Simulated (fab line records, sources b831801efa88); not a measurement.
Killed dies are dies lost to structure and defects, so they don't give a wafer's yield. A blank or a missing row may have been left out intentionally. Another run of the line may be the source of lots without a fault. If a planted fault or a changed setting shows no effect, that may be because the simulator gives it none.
Which tool is to blame? ; flow gf180mcu ; at 1 step of a route of 602, 7 lots with 21 wafers sampled

## WHAT THE GAUGES SHOWED, per wafer
GF_V2_THK_MEAS_01.
lot;measured;on;V2_CVD_00_THK (nm)
L235;day 21 15:39;film-metro-04;596 591 595
L238;day 22 16:14;film-metro-04;594 591 588
L242;day 23 23:13;film-metro-01;598 601 605
L247;day 25 07:53;film-metro-04;607 595 597
L249;day 25 23:46;film-metro-01;595 609 604
L251;day 26 09:59;film-metro-01;610 609 603
L253;day 27 01:51;film-metro-04;595 596 595

## EACH LOT AND THE TOOL THAT RAN IT (in order: tool; ch and the chambers of the sampled wafers; start)
The record shows no process step preceding these readings.

## THE ANSWER, worked out from the rows above alone
Rule: the lots themselves supply what counts as usual. Put in order of their means at a reading, lots are off if they are a third of the lots or fewer, leave a main group of 4 or more, and stand apart from it by a gap of 3 or more times the standard deviation of the main group's means; of several such gaps the widest counts. The tables above print the reading to a certain number of digits; a main group whose means all agree to those digits is not used. Also off: a lot with no number at a reading for which 4 or more lots have one. All remaining lots with rows at the step are treated as sound.
Across all readings shown, no lot is off: no conclusion can be drawn from this.

## WHAT THE SIMULATOR HAD PUT IN
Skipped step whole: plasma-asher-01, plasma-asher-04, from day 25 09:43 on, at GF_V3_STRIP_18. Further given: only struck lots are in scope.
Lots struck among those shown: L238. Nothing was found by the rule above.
